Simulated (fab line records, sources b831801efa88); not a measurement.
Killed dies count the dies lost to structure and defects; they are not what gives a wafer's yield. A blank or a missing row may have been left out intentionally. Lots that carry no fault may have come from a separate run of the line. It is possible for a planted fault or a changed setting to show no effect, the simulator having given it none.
Chamber matching :: flow sky130 :: cmp-01 running SKY_LI_CONTACT_CMP_02: 4 sister chambers
The step polishes PSG. 4 wafers are shown with their chamber, then 8 later ones without.

== EACH WAFER AND ITS CHAMBER ==
wafer: L842.3
chamber: 2
motor current A (A): 13.4

wafer: L843.3
chamber: 1
motor current A (A): 12.6

wafer: L843.5
chamber: 0
motor current A (A): 11.1

wafer: L847.2
chamber: 3
motor current A (A): 11.3

== WAFERS MISSING THEIR CHAMBER ==
wafer: L847.3
motor current A (A): 12.8

wafer: L847.4
motor current A (A): 11.1

wafer: L848.1
motor current A (A): 11.2

wafer: L848.5
motor current A (A): 11.5

wafer: L848.6
motor current A (A): 10.8

wafer: L849.2
motor current A (A): 12.8

wafer: L849.4
motor current A (A): 11.3

wafer: L849.6
motor current A (A): 11.2

== EACH ONE'S CHAMBER ==
wafer: L847.3
from the rows above: 1
in truth: 1

wafer: L847.4
from the rows above: can't be placed: 0 or 3
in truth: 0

wafer: L848.1
from the rows above: can't be placed: 0 or 3
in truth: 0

wafer: L848.5
from the rows above: can't be placed: 3 or 0
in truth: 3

wafer: L848.6
from the rows above: can't be placed: 0 or 3
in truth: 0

wafer: L849.2
from the rows above: 1
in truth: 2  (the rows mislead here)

wafer: L849.4
from the rows above: can't be placed: 3 or 0
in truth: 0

wafer: L849.6
from the rows above: can't be placed: 0 or 3
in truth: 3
1 of 8 placed correctly. Unplaceable from these rows: 6, with the true chamber sitting among the candidates in 6. Number placed wrongly: 1.
How it was worked out, from the rows above alone: a wafer's distance from a chamber is the root of the sum, over the readings, of the square of ((its reading less the chamber's mean) divided by the reading's scatter). The wafer belongs to the nearest chamber; if the next one is less than 2 further off, it can't be placed. Each chamber's mean is taken over the wafers shown for it. The scatter: root of mean squared gap, hidden wafer to nearest shown wafer, with one shown wafer a chamber.
